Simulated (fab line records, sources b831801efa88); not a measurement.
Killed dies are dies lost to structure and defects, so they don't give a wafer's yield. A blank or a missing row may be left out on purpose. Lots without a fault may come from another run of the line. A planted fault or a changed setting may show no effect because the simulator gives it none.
Which tool did it? | flow sky130 | 13 lots, 39 wafers sampled, at 5 steps of a route of 708

WHAT THE GAUGES READ, wafer by wafer
SKY_CAPM_THK_MEAS_01.
lot  | measured     | on            | CAPM_CVD_00_THK (nm)
L861 | day 36 04:26 | film_metro-01 | 15.42 15.46 15.34
L863 | day 36 17:25 | film_metro-02 | 15.04 15.23 15.60
L865 | day 37 11:49 | film_metro-02 | 15.56 15.26 15.79
L867 | day 38 01:41 | film_metro-02 | 15.20 15.27 15.53
L868 | day 38 15:24 | film_metro-01 | 30.69 30.91 31.14 30.60 30.89 31.09
L869 | day 38 19:41 | film_metro-01 | 15.40 15.62 15.39
L870 | day 39 11:56 | film_metro-03 | 15.70 15.78 15.66
L872 | day 40 04:02 | film_metro-03 | 15.44 15.38 15.58
L876 | day 41 06:02 | film_metro-02 | 30.31 30.69 31.03 30.33 30.69 31.03
L877 | day 41 09:19 | film_metro-02 | 31.07 30.92 31.31 31.03 30.91 31.32
L882 | day 42 13:20 | film_metro-02 | 15.28 15.57 15.56
L883 | day 42 17:38 | film_metro-03 | 15.41 15.46 15.58
L884 | day 43 04:26 | film_metro-01 | 15.44 16.06 15.77

SKY_CAPM_OVL_MEAS_12.
lot  | measured     | on         | CAPM_OVL (nm)
L861 | day 37 06:05 | overlay-02 | 3.5 -0.3 1.2
L863 | day 37 19:17 | overlay-02 | 2.0 2.0 1.2
L865 | day 38 13:26 | overlay-02 | -0.1 1.6 2.1
L867 | day 39 01:52 | overlay-01 | 2.4 3.6 2.9
L869 | day 39 20:21 | overlay-01 | 3.9 2.8 3.4
L870 | day 40 10:05 | overlay-01 | 1.0 2.0 0.9
L872 | day 41 04:13 | overlay-02 | -0.9 0.6 0.8
L882 | day 43 12:17 | overlay-02 | -0.2 -1.0 -0.8
L883 | day 43 15:45 | overlay-02 | 2.6 0.9 2.4
L884 | day 44 03:11 | overlay-01 | 1.7 0.6 2.7

WHICH TOOL RAN EACH LOT (tool, then ch and the chambers of the sampled wafers, then the start)
lot  | SKY_VIA2_ETCH_15                   | SKY_METAL3_SPUTTER_04        | SKY_CAPM_CVD_00
L861 | rie_diel-04 ch 0,1,2, day 36 02:55 | pvd_sputter-01, day 36 04:22 | pecvd-02 ch 0,1,2, day 36 04:25
L863 | rie_diel-02 ch 0,2,3, day 36 15:50 | pvd_sputter-01, day 36 17:21 | pecvd-01 ch 0,2, day 36 17:24
L865 | rie_diel-02 ch 0,1, day 37 10:17   | pvd_sputter-03, day 37 11:44 | pecvd-01 ch 0,1,2, day 37 11:47
L867 | rie_diel-04 ch 0,2, day 38 00:08   | pvd_sputter-01, day 38 01:37 | pecvd-01 ch 1,2, day 38 01:40
L868 | rie_diel-01 ch 0,2, day 38 13:38   | pvd_sputter-01, day 38 15:08 | pecvd-04 ch 0,1, day 38 15:00
L869 | rie_diel-04 ch 0,2, day 38 18:10   | pvd_sputter-03, day 38 19:36 | pecvd-01 ch 0,1,2, day 38 19:39
L870 | rie_diel-02 ch 1,2, day 39 09:58   | pvd_sputter-01, day 39 11:50 | pecvd-01 ch 0,1,2, day 39 11:54
L872 | rie_diel-02 ch 0,1, day 39 23:17   | pvd_sputter-03, day 40 03:58 | pecvd-04 ch 0,1,2, day 40 04:01
L876 | rie_diel-04 ch 0,1,3, day 41 04:20 | pvd_sputter-01, day 41 05:46 | pecvd-01 ch 0,1,2, day 41 05:49
L877 | rie_diel-01 ch 0,2, day 41 07:37   | pvd_sputter-03, day 41 09:04 | pecvd-04 ch 0,1,2, day 41 09:00
L882 | rie_diel-01 ch 0,1,2, day 42 11:32 | pvd_sputter-01, day 42 13:16 | pecvd-02 ch 0,1,2, day 42 13:19
L883 | rie_diel-02 ch 0,1,2, day 42 16:07 | pvd_sputter-02, day 42 17:33 | pecvd-04 ch 0,1, day 42 17:36
L884 | rie_diel-04 ch 1,2,3, day 43 02:53 | pvd_sputter-03, day 43 04:22 | pecvd-04 ch 0,1,2, day 43 04:25
- SKY_VIA2_ETCH_15: etches SiO2 in C4F8/O2/Ar, stops on TiN, target depth 546 nm, time 84 s.
- SKY_METAL3_SPUTTER_04: material TiN, target thk 70 nm, time 58.3 s.
- SKY_CAPM_CVD_00: deposits SiO2, target thk 15.5 nm.

WHAT THE TOOLS THEMSELVES READ (means of the sampled wafers that have a number; where no wafer has one, the mark that the record gives instead)
SKY_VIA2_ETCH_15.
lot  | tool        | bias_w (W) | oes_product_au (a.u.)
L861 | rie_diel-04 | 1201       | 0.939
L863 | rie_diel-02 | 1198       | 0.937
L865 | rie_diel-02 | 1202       | 0.935
L867 | rie_diel-04 | 1200       | 0.938
L868 | rie_diel-01 | 1198       | 0.942
L869 | rie_diel-04 | 1199       | 0.940
L870 | rie_diel-02 | 1199       | 0.937
L872 | rie_diel-02 | 1194       | 0.940
L876 | rie_diel-04 | 1202       | 0.939
L877 | rie_diel-01 | 1201       | 0.941
L882 | rie_diel-01 | 1200       | 0.938
L883 | rie_diel-02 | 1202       | 0.943
L884 | rie_diel-04 | 1200       | 0.934

SKY_METAL3_SPUTTER_04.
lot  | tool           | throttle_valve_pct (%)
L861 | pvd_sputter-01 | 29.3
L863 | pvd_sputter-01 | 30.3
L865 | pvd_sputter-03 | 31.1
L867 | pvd_sputter-01 | 30.0
L868 | pvd_sputter-01 | 29.9
L869 | pvd_sputter-03 | 29.9
L870 | pvd_sputter-01 | 30.7
L872 | pvd_sputter-03 | 29.0
L876 | pvd_sputter-01 | 30.0
L877 | pvd_sputter-03 | 28.0
L882 | pvd_sputter-01 | 29.7
L883 | pvd_sputter-02 | 29.6
L884 | pvd_sputter-03 | 30.4

SKY_CAPM_CVD_00.
lot  | tool     | heater_power_w (W)
L861 | pecvd-02 | 769
L863 | pecvd-01 | 652
L865 | pecvd-01 | 701
L867 | pecvd-01 | 678
L868 | pecvd-04 | 680
L869 | pecvd-01 | 662
L870 | pecvd-01 | 707
L872 | pecvd-04 | 740
L876 | pecvd-01 | 692
L877 | pecvd-04 | 752
L882 | pecvd-02 | 747
L883 | pecvd-04 | 615
L884 | pecvd-04 | 733

THE ANSWER, worked out from the rows above alone
Rule: what is usual is taken from the lots themselves. Put in order of their means at a reading, lots are off if they are a third of the lots or fewer, leave a main group of 4 or more, and stand apart from it by a gap of 3 or more times the standard deviation of the main group's means; of several such gaps the widest counts. A main group whose means are all the same, to the digits that the tables above print for the reading, isn't used. A lot without any number at a reading at which 4 lots or more have one is off too. The other lots that the step has rows for count as sound. The gauges are gone through in route order, then the tools' own readings, and for those a lot's mean is taken as printed above. The first step at which some lot is off is used, and at that step the reading that is off furthest; a lot without a number counts as furthest.
Off: L868, L876, L877, at SKY_CAPM_THK_MEAS_01 (CAPM_CVD_00_THK). The main group: mean 15.49 nm, standard deviation 0.14.
A tool fits if, at a process step before that reading, it ran every lot that is off, and no sound lot after the first of them. The gauges at SKY_CAPM_THK_MEAS_01 are tried like those tools. None of those tried fits.

WHAT THE SIMULATOR HAD PUT IN
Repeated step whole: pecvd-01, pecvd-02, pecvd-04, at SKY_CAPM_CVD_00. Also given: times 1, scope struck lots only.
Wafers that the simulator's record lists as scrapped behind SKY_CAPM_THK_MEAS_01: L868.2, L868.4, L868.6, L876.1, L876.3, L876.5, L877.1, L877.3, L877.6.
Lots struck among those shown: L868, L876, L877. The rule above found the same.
